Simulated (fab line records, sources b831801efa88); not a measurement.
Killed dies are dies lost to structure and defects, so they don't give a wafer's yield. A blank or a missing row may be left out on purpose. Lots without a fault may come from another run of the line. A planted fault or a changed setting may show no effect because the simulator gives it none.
fab line records | flow sky130
record lots=5 wafers=15 last_day=50
route steps=708 shown CONTACT@411 METAL1@434
lots that met no fault: from a run of the same line without faults
start_h: hours from the record's first day to the start of the lot's first wafer shown | wait_h: hours since the lot's step before | " the same as in the row above | L1.1+2: a row that stands for several wafers | - no value, or no start given | * or withheld: withheld | < > ~ a bound
route shown NAME@n: a module of which the file shows steps, and the number in the route of the first | usual: mean/standard deviation of fault-free wafers | same: alike in all rows | chamber/n: place in a boat | sites: the reading at each site | _std_site: their standard deviation | _edge_site: outer sites' mean less inner sites' | radius_mm: how far each site lies from the wafer's centre | mask NAME#n: copy n | behind: the tool/chamber that last shaped the wafer | hold: why the lot was held/for how many hours/how that ended | device: the transistor (n, p or np) that didn't switch | end of line: the same wafers' tests at the end of the route | a step without rows: its recipe alone | killed: dies lost to structure and defects at the first sort, not the wafer's yield | map: a wafer's dies, x killed, . not, _ none there
set.NAME: the setting as run; set.NAME@STEP: as run at that earlier step | model.NAME: the simulator's own value behind a step, which no gauge read
lots at some steps of the route; a table a step, a row a wafer
services: from which hour (start_h, from the record's first day; less than 0 if before it) a tool's chamber was out of use, for how many hours, and why
## steps
# step SKY_CONTACT_BOW_MEAS_05
# recipe mode=bow
# usual CONTACT_BOW=81/6.9
# columns lot.wafer tool chamber start_h wait_h CONTACT_BOW[um]
L079.1 film_metro-03 - 750.09 0.2 82
L079.2 " - " " 77
L079.6 " - " " 76
L081.1 film_metro-01 - 764.15 0.1 85
L081.4 " - " " 91
L081.5 " - " " 80
L082.1 film_metro-02 - 772.97 0.2 82
L082.2 " - " " 89
L082.4 " - " " 84
L089.1 film_metro-02 - 821.15 0.2 84
L089.3 " - " " 77
L089.6 " - " " 82
L095.1 film_metro-01 - 865.21 0.1 83
L095.3 " - " " 91
L095.4 " - " " 90
# step SKY_CONTACT_DEHYDRATE_06
# recipe temp_c=200 time_s=60
# usual plate_temp_C=200.01/0.16
# columns lot.wafer tool chamber start_h wait_h plate_temp_C
L079.1 litho_track-01 0 762.87 12.8 200.17
L079.2 " 0 " " 200.20
L079.6 " 0 " " 200.09
L081.1 litho_track-01 0 776.72 12.5 199.66
L081.4 " 0 " " 200.14
L081.5 " 0 " " 199.88
L082.1 litho_track-03 0 785.71 12.7 200.24
L082.2 " 0 " " 200.34
L082.4 " 0 " " 200.28
L089.1 litho_track-03 0 833.42 12.2 200.13
L089.3 " 0 " " 200.19
L089.6 " 0 " " 199.95
L095.1 litho_track-02 0 877.43 12.2 200.13
L095.3 " 0 " " 200.03
L095.4 " 0 " " 200.26
# step SKY_CONTACT_HMDS_07
# recipe prime_time_s=60 prime_temp_c=120
# columns lot.wafer tool chamber start_h wait_h
L079.1+2+6 litho_track-01 0 763.02 0.1
L081.1+4+5 litho_track-01 0 776.87 0.1
L082.1+2+4 litho_track-03 0 785.86 0.1
L089.1+3+6 litho_track-03 0 833.57 0.1
L095.1+3+4 litho_track-02 0 877.58 0.1
# step SKY_CONTACT_COAT_08
# recipe resist=BARC temp_c=withheld time_s=withheld spin_rpm=3000 resist_thk_nm=60
# usual dispense_pressure_kPa=51.9/2.1
# columns lot.wafer tool chamber start_h wait_h dispense_pressure_kPa
L079.1 litho_track-01 0 763.17 0.1 51.0
L079.2 " 0 " " 51.0
L079.6 " 0 " " 51.0
L081.1 litho_track-01 0 777.02 0.1 51.1
L081.4 " 0 " " 51.0
L081.5 " 0 " " 51.0
L082.1 litho_track-03 0 786.01 0.1 49.9
L082.2 " 0 " " 49.9
L082.4 " 0 " " 49.9
L089.1 litho_track-03 0 833.72 0.1 49.8
L089.3 " 0 " " 49.8
L089.6 " 0 " " 49.8
L095.1 litho_track-02 0 877.73 0.1 54.8
L095.3 " 0 " " 54.8
L095.4 " 0 " " 54.8
# step SKY_CONTACT_COAT_09
# recipe resist=KrF-thick spin_rpm=3000 resist_thk_nm=450
# usual dispense_pressure_kPa=51.9/2.1
# columns lot.wafer tool chamber start_h wait_h dispense_pressure_kPa
L079.1 litho_track-01 0 - - 51.0
L079.2 " 0 " " 51.0
L079.6 " 0 " " 51.0
L081.1 litho_track-01 0 - - 51.1
L081.4 " 0 " " 51.0
L081.5 " 0 " " 51.0
L082.1 litho_track-03 0 - - 49.9
L082.2 " 0 " " 49.9
L082.4 " 0 " " 49.9
L089.1 litho_track-03 0 - - 49.9
L089.3 " 0 " " 49.8
L089.6 " 0 " " 49.8
L095.1 litho_track-02 0 - - 54.8
L095.3 " 0 " " 54.8
L095.4 " 0 " " 54.9
# step SKY_CONTACT_SOFTBAKE_10
# recipe temp_c=100 time_s=90 resist=KrF-thick
# usual plate_temp_C=99.99/0.13
# columns lot.wafer tool chamber start_h wait_h plate_temp_C
L079.1 litho_track-01 0 - - 100.09
L079.2 " 0 " " 100.04
L079.6 " 0 " " 100.15
L081.1 litho_track-01 0 - - 99.85
L081.4 " 0 " " 99.89
L081.5 " 0 " " 99.79
L082.1 litho_track-03 0 - - 100.16
L082.2 " 0 " " 100.01
L082.4 " 0 " " 100.14
L089.1 litho_track-03 0 - - 99.90
L089.3 " 0 " " 100.00
L089.6 " 0 " " 100.02
L095.1 litho_track-02 0 - - 100.04
L095.3 " 0 " " 100.12
L095.4 " 0 " " 100.14
# step SKY_CONTACT_EXPOSE_11
# recipe mask_id=CTM1 na=0.8 source_shape=annular sigma_inner=0.55 sigma_outer=0.85 target_cd_nm=170 dose_mj=38
# same sigma_outer=0.85
# columns lot.wafer tool chamber start_h wait_h mask
L079.1+2+6 krf_scanner-02 0 - - CTM1#0
L081.1+4+5 krf_scanner-01 0 - - CTM1#0
L082.1+2+4 krf_scanner-02 0 - - CTM1#0
L089.1+3+6 krf_scanner-02 0 - - CTM1#0
L095.1+3+4 krf_scanner-02 0 - - CTM1#0
# step SKY_CONTACT_PEB_12
# recipe peb_temp_c=withheld peb_time_s=withheld resist=KrF-thick
# columns lot.wafer tool chamber start_h wait_h
L079.1+2+6 litho_track-03 0 - -
L081.1+4+5 litho_track-01 0 - -
L082.1+2+4 litho_track-01 0 - -
L089.1+3+6 litho_track-03 0 - -
L095.1+3+4 litho_track-03 0 - -
# step SKY_CONTACT_DEVELOP_13
# recipe develop_time_s=60 resist=KrF-thick dev_temp_c=21
# columns lot.wafer tool chamber start_h wait_h
L079.1+2+6 litho_track-03 0 - -
L081.1+4+5 litho_track-01 0 - -
L082.1+2+4 litho_track-01 0 - -
L089.1+3+6 litho_track-03 0 - -
L095.1+3+4 litho_track-03 0 - -
# step SKY_CONTACT_CD_MEAS_14
# recipe target_cd_nm=170
# usual cd_nm=170.1/1.3
# columns lot.wafer tool chamber start_h wait_h cd_nm
L079.1 cd_sem-01 - 776.66 - 170.7
L079.2 " - " " 170.6
L079.6 " - " " 170.5
L081.1 cd_sem-01 - 790.62 - 167.9
L081.4 " - " " 169.5
L081.5 " - " " 169.6
L082.1 cd_sem-01 - 799.32 - 172.3
L082.2 " - " " 170.9
L082.4 " - " " 172.2
L089.1 cd_sem-01 - 847.22 - 170.9
L089.3 " - " " 170.0
L089.6 " - " " 169.2
L095.1 cd_sem-02 - 891.72 - 169.6
L095.3 " - " " 169.2
L095.4 " - " " 170.1
# step SKY_CONTACT_OVL_MEAS_15
# usual CONTACT_OVL=3/5.6
# columns lot.wafer tool chamber start_h wait_h CONTACT_OVL[nm]
L079.1 overlay-02 - 776.78 0.1 1
L079.2 " - " " 11
L079.6 " - " " 4
L081.1 overlay-01 - 790.74 0.1 -2
L081.4 " - " " 10
L081.5 " - " " 3
L082.1 overlay-01 - 799.44 0.1 6
L082.2 " - " " 2
L082.4 " - " " 1
L089.1 overlay-01 - 847.34 0.1 2
L089.3 " - " " 7
L089.6 " - " " 5
L095.1 overlay-01 - 891.84 0.1 7
L095.3 " - " " 12
L095.4 " - " " 3
# step SKY_CONTACT_ETCH_16
# recipe chemistry=N2/H2 target=BARC ion_energy_ev=200 source_w=515.9 bias_w=100 pressure_mtorr=30 n2_flow_sccm=100 h2_flow_sccm=200 stop_on=SiO2 time_s=45.9 target_depth_a=600
# usual drypump_motor_current_A=5.7/0.39 oes_product_au=0.856/0.0046 throttle_valve_pct=13.224/0.0094
# columns lot.wafer tool chamber start_h wait_h drypump_motor_current_A oes_product_au rf_hours_counter_h throttle_valve_pct
L079.1 rie_diel-03 1 776.82 0.0 5.9 0.851 11 13.217
L079.2 " 0 " " 6.1 0.849 10 13.234
L079.6 " 2 " " 5.3 0.848 - 13.220
L081.1 rie_diel-01 1 790.78 0.0 6.2 0.857 22 13.245
L081.4 " 3 " " 6.1 0.855 12 13.223
L081.5 " 2 " " 4.8 0.858 - 13.209
L082.1 rie_diel-02 1 799.48 0.0 6.0 0.865 10 13.221
L082.2 " 0 " " 5.7 0.858 2 13.220
L082.4 " 3 " " 5.4 0.854 7 13.228
L089.1 rie_diel-03 0 847.37 0.0 6.1 0.861 12 13.221
L089.3 " 1 " " 5.9 0.857 13 13.209
L089.6 " 3 " " 5.7 0.862 - 13.222
L095.1 rie_diel-03 1 891.87 0.0 5.9 0.855 14 13.213
L095.3 " 3 " " 5.7 0.860 12 13.226
L095.4 " 2 " " 5.4 0.852 20 13.218
# step SKY_CONTACT_ETCH_17
# recipe target=SiO2 chemistry=C4F8/O2/Ar stop_on=Si3N4 mask_material=KrF-thick source_w=1500 bias_w=1200 pressure_mtorr=40 c4f8_flow_sccm=withheld O2_flow_sccm=6 Ar_flow_sccm=300 time_s=withheld target_depth_a=3400
# usual oes_product_au=0.891/0.0047
# columns lot.wafer tool chamber start_h wait_h oes_product_au
L079.1 rie_diel-03 1 776.86 0.0 0.895
L079.2 " 0 " " 0.890
L079.6 " 2 " " 0.885
L081.1 rie_diel-01 1 790.82 0.0 0.900
L081.4 " 3 " " 0.893
L081.5 " 2 " " 0.890
L082.1 rie_diel-02 1 799.52 0.0 0.893
L082.2 " 0 " " 0.885
L082.4 " 3 " " 0.887
L089.1 rie_diel-03 0 847.41 0.0 0.893
L089.3 " 1 " " 0.888
L089.6 " 3 " " 0.884
L095.1 rie_diel-03 1 891.91 0.0 0.896
L095.3 " 3 " " 0.885
L095.4 " 2 " " 0.889
# step SKY_CONTACT_ETCH_18
# recipe target=Si3N4 chemistry=CHF3/O2 stop_on=TiN source_w=600 bias_w=200 pressure_mtorr=40 chf3_flow_sccm=50 O2_flow_sccm=5 time_s=39 target_depth_a=750
# usual O2_flow_sccm=4.999/0.017 drypump_motor_current_A=5.7/0.39 oes_product_au=0.857/0.0078 throttle_valve_pct=8.794/0.0095
# columns lot.wafer tool chamber start_h wait_h O2_flow_sccm drypump_motor_current_A oes_product_au rf_hours_counter_h throttle_valve_pct
L079.1 rie_diel-03 1 - - 4.987 5.9 0.869 11 8.815
L079.2 " 0 " " 5.001 6.1 0.863 10 8.780
L079.6 " 2 " " 5.020 5.4 0.855 - 8.798
L081.1 rie_diel-01 1 - - 5.002 6.2 0.845 22 8.780
L081.4 " 3 " " 4.999 6.2 0.863 12 8.806
L081.5 " 2 " " 4.975 4.8 0.858 - 8.787
L082.1 rie_diel-02 1 - - 4.996 6.0 0.849 10 8.795
L082.2 " 0 " " 4.982 5.6 0.854 2 8.781
L082.4 " 3 " " 5.019 5.4 0.861 7 8.789
L089.1 rie_diel-03 0 - - 4.992 6.1 0.847 12 8.778
L089.3 " 1 " " 5.001 5.9 0.859 13 8.790
L089.6 " 3 " " 5.001 5.7 0.857 - 8.787
L095.1 rie_diel-03 1 - - 5.001 5.8 0.854 14 8.804
L095.3 " 3 " " 5.016 5.7 0.851 12 8.789
L095.4 " 2 " " 5.012 5.4 0.855 20 8.766
# step SKY_CONTACT_STRIP_19
# recipe chemistry=O2/N2 power_w=1400 pressure_mtorr=1500 platen_temp_c=withheld o2_flow_sccm=3000 n2_flow_sccm=300 overash_fraction=0.5
# usual drypump_motor_current_A=5.5/0.33 oes_product_au=0.381/0.0047 strip_time_to_endpoint_s=3.62/0.032
# columns lot.wafer tool chamber start_h wait_h drypump_motor_current_A oes_product_au rf_hours_counter_h strip_time_to_endpoint_s
L079.1 plasma_asher-01 0 776.95 - 5.4 0.379 98 3.60
L079.2 " 1 " " 6.2 0.378 98 3.61
L079.6 " 0 " " 5.4 0.378 - 3.60
L081.1 plasma_asher-02 0 790.91 - 5.3 0.379 33 3.62
L081.4 " 1 " " 5.4 0.381 - 3.68
L081.5 " 1 " " 5.4 0.379 - 3.63
L082.1 plasma_asher-01 1 799.61 - 6.3 0.378 101 3.61
L082.2 " 0 " " 5.4 0.376 101 3.57
L082.4 " 0 " " 5.4 0.384 - 3.69
L089.1 plasma_asher-01 1 847.50 - 6.2 0.379 105 3.63
L089.3 " 1 " " 6.3 0.385 - 3.63
L089.6 " 1 " " 6.2 0.385 - 3.66
L095.1 plasma_asher-02 0 892.00 - 5.3 0.386 43 3.59
L095.3 " 1 " " 5.4 0.384 - 3.67
L095.4 " 0 " " 5.3 0.379 - 3.62
# step SKY_CONTACT_STRIP_20
# recipe chemistry=post_etch_residue_remover time_s=1200 temp_c=72.5
# columns lot.wafer tool chamber start_h wait_h
L079.1+2+6 wet_bench-01 0 777.05 0.1
L081.1+4+5 wet_bench-01 0 791.01 0.1
L082.1+2+4 wet_bench-01 3 799.71 0.1
L089.1+3+6 wet_bench-02 0 847.60 0.1
L095.1+3+4 wet_bench-01 2 892.10 0.1
# step SKY_CONTACT_CLEAN_21
# recipe chemistry=IPA time_s=180 temp_c=25
# columns lot.wafer tool chamber start_h wait_h
L079.1+2+6 wet_bench-03 1 777.39 0.0
L081.1+4+5 wet_bench-03 3 791.35 0.0
L082.1+2+4 wet_bench-02 1 800.08 0.0
L089.1+3+6 wet_bench-01 1 847.95 0.0
L095.1+3+4 wet_bench-02 0 892.45 0.0
# step SKY_CONTACT_CLEAN_22
# recipe chemistry=O3/DIW dry=n2_spin
# columns lot.wafer tool chamber start_h wait_h
L079.1+2+6 wet_bench-02 3 777.45 0.0
L081.1+4+5 wet_bench-02 2 791.41 0.0
L082.1+2+4 wet_bench-03 3 800.15 0.0
L089.1+3+6 wet_bench-01 3 848.01 0.0
L095.1+3+4 wet_bench-03 0 892.51 0.0
# step SKY_CONTACT_SPUTTER_23
# recipe material=TiN target_thk_nm=20 chamber_pressure_pa=5 power_w=4000 time_s=80
# usual throttle_valve_pct=30.5/0.78
# columns lot.wafer tool chamber start_h wait_h throttle_valve_pct
L079.1 pvd_sputter-01 - 777.55 0.0 31.8
L079.2 " - " " 31.2
L079.6 " - " " 30.4
L081.1 pvd_sputter-02 - 791.51 0.0 29.7
L081.4 " - " " 30.8
L081.5 " - " " 30.3
L082.1 pvd_sputter-02 - 800.26 0.0 30.7
L082.2 " - " " 30.4
L082.4 " - " " 31.5
L089.1 pvd_sputter-02 - 848.11 0.0 30.3
L089.3 " - " " 30.3
L089.6 " - " " 30.5
L095.1 pvd_sputter-02 - 892.60 0.0 30.5
L095.3 " - " " 30.4
L095.4 " - " " 31.9
# step SKY_CONTACT_CVD_24
# recipe material=W target_thk_nm=340 time_s=102.12 temp_c=400 pressure_torr=40
# usual chamber_pressure_Torr=40.01/0.09 heater_power_w=951/62
# columns lot.wafer tool chamber start_h wait_h chamber_pressure_Torr heater_power_w
L079.1 cvd_w-02 1 777.61 0.0 40.03 857
L079.2 " 0 " " 39.96 991
L079.6 " 0 " " 40.05 993
L081.1 cvd_w-01 1 791.63 0.1 40.04 993
L081.4 " 1 " " 40.04 1002
L081.5 " 0 " " 40.10 949
L082.1 cvd_w-02 1 800.38 0.1 40.01 857
L082.2 " 1 " " 39.93 840
L082.4 " 1 " " 39.98 837
L089.1 cvd_w-01 0 848.17 0.0 39.98 951
L089.3 " 0 " " 39.85 961
L089.6 " 1 " " 40.01 1006
L095.1 cvd_w-02 0 892.66 0.0 39.96 1016
L095.3 " 0 " " 39.96 1009
L095.4 " 1 " " 40.11 844
# step SKY_CONTACT_RS_MEAS_25
# recipe thk_meas_gauge=four-point-probe reads=W_of_CONTACT_CVD_24+TiN_of_CONTACT_SPUTTER_23
# usual CONTACT_W_RS=0.340/0.0033
# columns lot.wafer tool chamber start_h wait_h CONTACT_W_RS[ohm/sq]
L079.1 film_metro-01 - 777.72 0.1 0.342
L079.2 " - " " 0.342
L079.6 " - " " 0.340
L081.1 film_metro-02 - 791.74 0.1 0.337
L081.4 " - " " 0.337
L081.5 " - " " 0.336
L082.1 film_metro-02 - 800.60 0.2 0.346
L082.2 " - " " 0.344
L082.4 " - " " 0.347
L089.1 film_metro-03 - 848.28 0.1 0.333
L089.3 " - " " 0.331
L089.6 " - " " 0.336
L095.1 film_metro-01 - 892.77 0.1 0.341
L095.3 " - " " 0.343
L095.4 " - " " 0.340
# step SKY_CONTACT_THK_MEAS_26
# recipe thk_meas_gauge=xrf reads=W_of_CONTACT_CVD_24
# usual CONTACT_W_THK=346/4.4
# columns lot.wafer tool chamber start_h wait_h CONTACT_W_THK[nm]
L079.1 film_metro-01 - 777.84 0.1 350
L079.2 " - " " 350
L079.6 " - " " 350
L081.1 film_metro-02 - 791.86 0.1 346
L081.4 " - " " 346
L081.5 " - " " 349
L082.1 film_metro-02 - 800.72 0.1 339
L082.2 " - " " 339
L082.4 " - " " 339
L089.1 film_metro-03 - 848.40 0.1 348
L089.3 " - " " 351
L089.6 " - " " 347
L095.1 film_metro-01 - 892.89 0.1 347
L095.3 " - " " 343
L095.4 " - " " 349
# step SKY_CONTACT_CMP_27
# recipe stop_on=SiO2 t_overpolish_s=15 down_force_psi=3.5 platen_rpm=60 target_thk_nm=0 pad_velocity_m_s=0.94248
# usual motor_current_A=10.7/1.4 overpolish_run_s=14.999/0.0086 time_to_endpoint_s=82/3.3
# columns lot.wafer tool chamber start_h wait_h motor_current_A overpolish_run_s time_to_endpoint_s
L079.2 cmp-01 0 777.90 0.0 9.4 15.026 80
L079.1 " 3 " " 10.3 14.997 82
L079.6 " 0 " " 9.2 14.991 78
L081.1 cmp-02 1 791.92 0.1 8.8 15.003 82
L081.4 " 3 " " 12.1 15.014 85
L081.5 " 2 " " 10.9 15.015 81
L082.1 cmp-02 0 800.78 0.1 11.5 14.993 77
L082.2 " 1 " " 8.6 14.993 81
L082.4 " 2 " " 10.7 15.027 81
L089.3 cmp-02 2 848.46 0.0 11.2 15.014 74
L089.1 " 3 " " 11.6 14.998 82
L089.6 " 2 " " 10.5 14.993 80
L095.3 cmp-01 1 892.95 0.0 13.7 14.998 86
L095.1 " 3 " " 10.7 14.999 82
L095.4 " 0 " " 9.0 14.987 83
# step SKY_METAL1_SPUTTER_00
# recipe material=Ti target_thk_nm=15 power_w=3000 time_s=10 chamber_pressure_pa=0.4
# usual throttle_valve_pct=30.5/0.93
# columns lot.wafer tool chamber start_h wait_h throttle_valve_pct
L079.1 pvd_sputter-04 - 778.20 0.1 31.2
L079.2 " - " " 29.9
L079.6 " - " " 32.4
L081.1 pvd_sputter-03 - 792.22 0.2 31.2
L081.4 " - " " 30.9
L081.5 " - " " 29.6
L082.1 pvd_sputter-03 - 801.08 0.2 30.9
L082.2 " - " " 30.3
L082.4 " - " " 29.8
L089.1 pvd_sputter-03 - 848.76 0.2 30.9
L089.3 " - " " 30.3
L089.6 " - " " 29.6
L095.1 pvd_sputter-02 - 893.25 0.1 31.4
L095.3 " - " " 30.0
L095.4 " - " " 30.4
# step SKY_METAL1_SPUTTER_01
# recipe material=TiN target_thk_nm=20 power_w=6500 time_s=16.7 chamber_pressure_pa=0.4
# usual throttle_valve_pct=30.5/0.92
# columns lot.wafer tool chamber start_h wait_h throttle_valve_pct
L079.1 pvd_sputter-04 - 778.23 0.0 31.2
L079.2 " - " " 29.9
L079.6 " - " " 32.3
L081.1 pvd_sputter-03 - 792.25 0.0 31.1
L081.4 " - " " 30.8
L081.5 " - " " 29.4
L082.1 pvd_sputter-03 - 801.10 0.0 31.1
L082.2 " - " " 30.0
L082.4 " - " " 29.5
L089.1 pvd_sputter-03 - 848.78 0.0 30.9
L089.3 " - " " 30.2
L089.6 " - " " 29.4
L095.1 pvd_sputter-02 - 893.27 0.0 31.5
L095.3 " - " " 29.8
L095.4 " - " " 30.4
# step SKY_METAL1_SPUTTER_02
# recipe material=AlCu target_thk_nm=250 power_w=10600 time_s=13.3 chamber_pressure_pa=0.4
# usual throttle_valve_pct=30.5/0.93
# columns lot.wafer tool chamber start_h wait_h throttle_valve_pct
L079.1 pvd_sputter-04 - 778.25 0.0 30.9
L079.2 " - " " 29.5
L079.6 " - " " 32.5
L081.1 pvd_sputter-03 - 792.27 0.0 31.1
L081.4 " - " " 30.9
L081.5 " - " " 29.5
L082.1 pvd_sputter-03 - 801.13 0.0 31.4
L082.2 " - " " 30.2
L082.4 " - " " 29.4
L089.1 pvd_sputter-03 - 848.81 0.0 30.7
L089.3 " - " " 30.1
L089.6 " - " " 29.4
L095.1 pvd_sputter-02 - 893.30 0.0 31.3
L095.3 " - " " 29.6
L095.4 " - " " 30.6
# step SKY_METAL1_SPUTTER_03
# recipe material=Ti target_thk_nm=5 power_w=3000 time_s=3.3 chamber_pressure_pa=0.4
# usual throttle_valve_pct=30.5/0.92
# columns lot.wafer tool chamber start_h wait_h throttle_valve_pct
L079.1 pvd_sputter-04 - 778.28 0.0 31.2
L079.2 " - " " 29.6
L079.6 " - " " 32.6
L081.1 pvd_sputter-03 - 792.30 0.0 30.8
L081.4 " - " " 31.0
L081.5 " - " " 29.6
L082.1 pvd_sputter-03 - 801.15 0.0 31.2
L082.2 " - " " 30.0
L082.4 " - " " 29.6
L089.1 pvd_sputter-03 - 848.83 0.0 31.2
L089.3 " - " " 30.2
L089.6 " - " " 29.6
L095.1 pvd_sputter-02 - 893.32 0.0 31.3
L095.3 " - " " 29.8
L095.4 " - " " 30.8
# step SKY_METAL1_SPUTTER_04
# recipe material=TiN target_thk_nm=70 power_w=6500 time_s=58.3 chamber_pressure_pa=0.4
# usual throttle_valve_pct=30.5/0.9
# columns lot.wafer tool chamber start_h wait_h throttle_valve_pct
L079.1 pvd_sputter-04 - 778.29 0.0 30.9
L079.2 " - " " 29.9
L079.6 " - " " 32.6
L081.1 pvd_sputter-03 - 792.31 0.0 31.1
L081.4 " - " " 30.8
L081.5 " - " " 29.5
L082.1 pvd_sputter-03 - 801.17 0.0 31.1
L082.2 " - " " 30.1
L082.4 " - " " 29.6
L089.1 pvd_sputter-03 - 848.85 0.0 30.9
L089.3 " - " " 30.3
L089.6 " - " " 29.7
L095.1 pvd_sputter-02 - 893.34 0.0 31.5
L095.3 " - " " 29.7
L095.4 " - " " 30.5
# step SKY_METAL1_RS_MEAS_05
# recipe thk_meas_gauge=four-point-probe reads=TiN_of_METAL1_SPUTTER_04+Ti_of_METAL1_SPUTTER_03+AlCu_of_METAL1_SPUTTER_02+TiN_of_METAL1_SPUTTER_01+Ti_of_METAL1_SPUTTER_00
# usual METAL1_ALCU_RS=0.1264/0.0016
# columns lot.wafer tool chamber start_h wait_h METAL1_ALCU_RS[ohm/sq]
L079.1 film_metro-04 - 778.34 0.0 0.1275
L079.2 " - " " 0.1259
L079.6 " - " " 0.1279
L081.1 film_metro-03 - 792.36 0.0 0.1246
L081.4 " - " " 0.1243
L081.5 " - " " 0.1257
L082.1 film_metro-03 - 801.22 0.0 0.1246
L082.2 " - " " 0.1257
L082.4 " - " " 0.1265
L089.1 film_metro-03 - 848.90 0.0 0.1262
L089.3 " - " " 0.1269
L089.6 " - " " 0.1280
L095.1 film_metro-04 - 893.39 0.0 0.1262
L095.3 " - " " 0.1260
L095.4 " - " " 0.1282
# step SKY_METAL1_THK_MEAS_06
# recipe thk_meas_gauge=xrf reads=AlCu_of_METAL1_SPUTTER_02
# usual METAL1_ALCU_THK=247.0/2.8
# columns lot.wafer tool chamber start_h wait_h METAL1_ALCU_THK[nm]
L079.1 film_metro-04 - 778.46 0.1 246.3
L079.2 " - " " 248.2
L079.6 " - " " 244.0
L081.1 film_metro-03 - 792.48 0.1 249.5
L081.4 " - " " 251.3
L081.5 " - " " 248.7
L082.1 film_metro-03 - 801.34 0.1 249.7
L082.2 " - " " 250.0
L082.4 " - " " 248.1
L089.1 film_metro-03 - 849.02 0.1 249.7
L089.3 " - " " 248.0
L089.6 " - " " 245.8
L095.1 film_metro-04 - 893.51 0.1 248.1
L095.3 " - " " 249.9
L095.4 " - " " 244.9
# step SKY_METAL1_DEHYDRATE_07
# recipe temp_c=200 time_s=60
# usual plate_temp_C=200.04/0.15
# columns lot.wafer tool chamber start_h wait_h plate_temp_C
L079.1 litho_track-03 0 790.91 12.4 200.14
L079.2 " 0 " " 200.10
L079.6 " 0 " " 200.05
L081.1 litho_track-03 0 804.62 12.1 200.18
L081.4 " 0 " " 200.42
L081.5 " 0 " " 200.24
L082.1 litho_track-04 0 814.70 13.4 200.09
L082.2 " 0 " " 200.17
L082.4 " 0 " " 199.87
L089.1 litho_track-03 0 861.12 12.1 200.11
L089.3 " 0 " " 200.21
L089.6 " 0 " " 200.16
L095.1 litho_track-03 0 904.97 11.4 199.91
L095.3 " 0 " " 199.99
L095.4 " 0 " " 200.02
# step SKY_METAL1_HMDS_08
# recipe prime_time_s=60 prime_temp_c=120
# columns lot.wafer tool chamber start_h wait_h
L079.1+2+6 litho_track-03 0 791.06 0.1
L081.1+4+5 litho_track-03 0 804.77 0.1
L082.1+2+4 litho_track-04 0 814.85 0.1
L089.1+3+6 litho_track-03 0 861.27 0.1
L095.1+3+4 litho_track-03 0 905.12 0.1
# step SKY_METAL1_COAT_09
# recipe resist=BARC temp_c=withheld time_s=withheld spin_rpm=3000 resist_thk_nm=60
# usual dispense_pressure_kPa=50.3/1.7
# columns lot.wafer tool chamber start_h wait_h dispense_pressure_kPa
L079.1 litho_track-03 0 791.21 0.1 49.8
L079.2 " 0 " " 49.9
L079.6 " 0 " " 49.9
L081.1 litho_track-03 0 804.92 0.1 49.9
L081.4 " 0 " " 49.9
L081.5 " 0 " " 49.9
L082.1 litho_track-04 0 815.00 0.1 49.5
L082.2 " 0 " " 49.6
L082.4 " 0 " " 49.6
L089.1 litho_track-03 0 861.42 0.1 49.9
L089.3 " 0 " " 49.8
L089.6 " 0 " " 49.8
L095.1 litho_track-03 0 905.27 0.1 49.8
L095.3 " 0 " " 49.9
L095.4 " 0 " " 49.9
# step SKY_METAL1_COAT_10
# recipe resist=KrF-thick spin_rpm=3000 resist_thk_nm=450
# usual dispense_pressure_kPa=50.3/1.7
# columns lot.wafer tool chamber start_h wait_h dispense_pressure_kPa
L079.1 litho_track-03 0 - - 49.9
L079.2 " 0 " " 49.9
L079.6 " 0 " " 49.9
L081.1 litho_track-03 0 - - 49.9
L081.4 " 0 " " 49.9
L081.5 " 0 " " 49.9
L082.1 litho_track-04 0 - - 49.5
L082.2 " 0 " " 49.5
L082.4 " 0 " " 49.5
L089.1 litho_track-03 0 - - 49.8
L089.3 " 0 " " 49.8
L089.6 " 0 " " 49.8
L095.1 litho_track-03 0 - - 49.8
L095.3 " 0 " " 49.8
L095.4 " 0 " " 49.8
# step SKY_METAL1_SOFTBAKE_11
# recipe temp_c=100 time_s=90 resist=KrF-thick
# usual plate_temp_C=99.99/0.14
# columns lot.wafer tool chamber start_h wait_h plate_temp_C
L079.1 litho_track-03 0 - - 99.99
L079.2 " 0 " " 99.92
L079.6 " 0 " " 99.94
L081.1 litho_track-03 0 - - 100.11
L081.4 " 0 " " 100.13
L081.5 " 0 " " 100.15
L082.1 litho_track-04 0 - - 100.03
L082.2 " 0 " " 100.06
L082.4 " 0 " " 100.05
L089.1 litho_track-03 0 - - 99.95
L089.3 " 0 " " 100.02
L089.6 " 0 " " 100.10
L095.1 litho_track-03 0 - - 100.02
L095.3 " 0 " " 100.06
L095.4 " 0 " " 99.98
# step SKY_METAL1_EXPOSE_12
# recipe mask_id=MM1 na=0.8 source_shape=annular sigma_inner=0.55 sigma_outer=0.85 target_cd_nm=140 dose_mj=28
# same sigma_outer=0.85
# columns lot.wafer tool chamber start_h wait_h mask
L079.1+2+6 krf_scanner-02 0 - - MM1#0
L081.1+4+5 krf_scanner-02 0 - - MM1#0
L082.1+2+4 krf_scanner-02 0 - - MM1#0
L089.1+3+6 krf_scanner-02 0 - - MM1#0
L095.1+3+4 krf_scanner-02 0 - - MM1#0
# step SKY_METAL1_PEB_13
# recipe peb_temp_c=withheld peb_time_s=withheld resist=KrF-thick
# columns lot.wafer tool chamber start_h wait_h
L079.1+2+6 litho_track-03 0 - -
L081.1+4+5 litho_track-02 0 - -
L082.1+2+4 litho_track-04 0 - -
L089.1+3+6 litho_track-02 0 - -
L095.1+3+4 litho_track-03 0 - -
# step SKY_METAL1_DEVELOP_14
# recipe develop_time_s=60 resist=KrF-thick dev_temp_c=21
# columns lot.wafer tool chamber start_h wait_h
L079.1+2+6 litho_track-03 0 - -
L081.1+4+5 litho_track-02 0 - -
L082.1+2+4 litho_track-04 0 - -
L089.1+3+6 litho_track-02 0 - -
L095.1+3+4 litho_track-03 0 - -
## services
# columns tool chamber start_h hours kind
cmp-02 - 744.00 4.0 pm
cvd_w-02 - 744.61 0.8 repair
pvd_sputter-04 - 745.36 0.6 repair
pvd_sputter-04 - 750.07 2.2 repair
wet_bench-03 - 759.41 8.4 repair
rie_diel-02 3 764.69 3.4 repair
plasma_asher-01 - 770.57 2.8 pm
krf_scanner-02 - 771.17 1.8 repair
cmp-02 - 771.70 7.8 repair
krf_scanner-02 - 773.63 0.5 repair
cvd_w-02 1 780.99 5.8 repair
rie_diel-03 0 792.33 14.0 repair
wet_bench-02 - 794.80 1.9 pm
pvd_sputter-03 - 802.00 1.0 repair
pvd_sputter-04 - 817.12 1.9 repair
krf_scanner-02 - 825.29 1.0 pm
krf_scanner-02 - 837.44 0.2 repair
krf_scanner-02 - 847.35 1.3 pm
krf_scanner-02 - 853.16 0.8 pm
rie_diel-03 1 862.36 25.6 repair
krf_scanner-02 - 866.54 9.2 repair
rie_diel-03 - 881.04 0.2 repair
pvd_sputter-03 - 891.88 2.8 repair
rie_diel-03 3 907.79 4.5 repair
## key
fault none
